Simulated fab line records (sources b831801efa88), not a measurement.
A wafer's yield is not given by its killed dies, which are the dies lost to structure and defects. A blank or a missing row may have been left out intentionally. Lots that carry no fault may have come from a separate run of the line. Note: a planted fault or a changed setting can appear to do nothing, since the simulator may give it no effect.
Split-lot study | flow gf180mcu | on a route of 602 steps: 5 lots, 23 wafers read

ABOUT THE SPLIT
At GF_TOP_METAL_SPUTTER_02 (material AlCu, target thk 900 nm, time 47.82 s), the setting timeS was moved away from the recipe's 47.82 s on 11 of the 23 wafers read, by -14.1% to +7.5%. All remaining wafers had this setting at the recipe value.

FROM THE SPLIT TO THE READING: what the file shows between them, 8 steps
- GF_TOP_METAL_SPUTTER_03: material Ti, target thk 5 nm, time 3.3 s
- GF_TOP_METAL_SPUTTER_04: material TiN, target thk 25 nm, time 20.8 s
- GF_TOP_METAL_RS_MEAS_05: measures by four-point-probe
- GF_TOP_METAL_THK_MEAS_06: measures by xrf
- GF_TOP_METAL_EXPOSE_11: exposes mask MetalTop, target cd 440 nm (also split here: doseMj)
- GF_TOP_METAL_PEB_12
- GF_TOP_METAL_DEVELOP_13: develop time 60 s
- GF_TOP_METAL_CD_MEAS_14: target cd 440 nm

THE READING
oesProductAu, in a.u., at GF_TOP_METAL_METAL_ETCH_16 (etches the open film in Cl2/BCl3, stops on SiO2, target depth 1077.5 nm, time 179.6 s). On this fab line, fault-free wafers typically give 0.964 a.u. with a standard deviation of 0.0079 a.u.

wafer  | tool, chamber at the split | timeS as run, s | against the recipe | oesProductAu, a.u. | against lot-mates on the recipe
L076.2 | pvdSputter-03, -           | 41.07           | -14.1%             | 0.898              | -0.063
L076.3 | pvdSputter-03, -           | 41.07           | -14.1%             | 0.885              | -0.076
L076.4 | pvdSputter-03, -           | 47.82           | recipe             | 0.963              | -
L076.5 | pvdSputter-03, -           | 41.07           | -14.1%             | 0.889              | -0.072
L076.6 | pvdSputter-03, -           | 47.82           | recipe             | 0.959              | -
L079.2 | pvdSputter-04, -           | 47.82           | recipe             | 0.965              | -
L079.3 | pvdSputter-04, -           | 47.82           | recipe             | 0.973              | -
L079.6 | pvdSputter-04, -           | 47.82           | recipe             | 0.961              | -
L082.2 | pvdSputter-02, -           | 47.82           | recipe             | 0.952              | -
L082.3 | pvdSputter-02, -           | 51.4            | +7.5%              | 0.992              | +0.031
L082.4 | pvdSputter-02, -           | 47.82           | recipe             | 0.968              | -
L082.5 | pvdSputter-02, -           | 47.82           | recipe             | 0.962              | -
L082.6 | pvdSputter-02, -           | 51.4            | +7.5%              | 0.985              | +0.024
L083.1 | pvdSputter-04, -           | 47.82           | recipe             | 0.973              | -
L083.3 | pvdSputter-04, -           | 43.52           | -9.0%              | 0.903              | -0.057
L083.4 | pvdSputter-04, -           | 43.52           | -9.0%              | 0.907              | -0.053
L083.5 | pvdSputter-04, -           | 43.52           | -9.0%              | 0.920              | -0.040
L083.6 | pvdSputter-04, -           | 47.82           | recipe             | 0.947              | -
L084.1 | pvdSputter-03, -           | 43.31           | -9.4%              | 0.914              | -0.060
L084.3 | pvdSputter-03, -           | 43.31           | -9.4%              | 0.939              | -0.035
L084.4 | pvdSputter-03, -           | 47.82           | recipe             | 0.975              | -
L084.5 | pvdSputter-03, -           | 43.31           | -9.4%              | 0.935              | -0.039
L084.6 | pvdSputter-03, -           | 47.82           | recipe             | 0.973              | -

THE FIT
A straight line over all 23 wafers: oesProductAu changes by +0.00472 a.u. for each +1% of timeS; r = +0.94; the points scatter about the line by 0.011 a.u.
The same after taking each lot's own level away (the mean of its wafers on the recipe; 23 wafers): +0.0048 a.u. for each +1%; r = +0.97; scatter 0.0082 a.u.
That fit puts the effect of the largest move of timeS on the reading at 0.068 a.u.
Measured against the standard deviation above, the lots' own levels, which go from 0.9600 to 0.9740 a.u., span 1.8 times it.
Consequently the slope shifts little with the lot-to-lot level, the two slopes agreeing.
Check: -0.0709 a.u. against its lot-mates is what the line predicts for one of the wafers moved furthest among these (-14.1%) when that wafer is left out of the fit. Against them it came out at -0.063 a.u.

THE OTHER SPLITS THESE WAFERS WENT THROUGH
These wafers also went through other splits before the reading. Each is held against what the fit with the lots' levels taken away leaves over:
other split on the same wafers | wafers away from the commonest value | r with oesProductAu (lot level and that fit taken away)
GF_M4_METAL_ETCH_16 icpW       | 9                                    | -0.16
GF_MIM_SPUTTER_01 timeS        | 10                                   | -0.14
GF_M5_EXPOSE_04 doseMj         | 5                                    | +0.17
GF_M5_ETCH_09 sourceW          | 9                                    | +0.03
GF_V5_CMP_04 leaveAboveRefNm   | 8                                    | -0.09
GF_V5_PEB_12 pebTempC          | 7                                    | +0.06
GF_TOP_METAL_EXPOSE_11 doseMj  | 8                                    | +0.10

THE WHOLE CHAIN: every reading that the file lists as answering this split, in the file's order
step                       | what it does                                                                          | reading                                                                             | change (the file's fit)                   | r (the file's)
GF_TOP_METAL_SPUTTER_02    | material AlCu, target thk 900 nm, time 47.82 s                                        | AlCu_of_TOP_METAL_SPUTTER_02.thkNm (the simulator's own value, which no gauge read) | +9.04 nm for each +1% of the setting      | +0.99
GF_TOP_METAL_RS_MEAS_05    | measures by four-point-probe                                                          | TOP_METAL_ALCU_RS                                                                   | -0.00037 for each +1% of the setting      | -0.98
GF_TOP_METAL_THK_MEAS_06   | measures by xrf                                                                       | TOP_METAL_ALCU_THK                                                                  | +9.06 for each +1% of the setting         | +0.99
GF_TOP_METAL_METAL_ETCH_16 | etches the open film in Cl2/BCl3, stops on SiO2, target depth 1077.5 nm, time 179.6 s | oesProductAu                                                                        | +0.00486 a.u. for each +1% of the setting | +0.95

THE FILE'S OWN FIT
oesProductAu changes by +0.00486 a.u. for each +1% of timeS, r = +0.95.
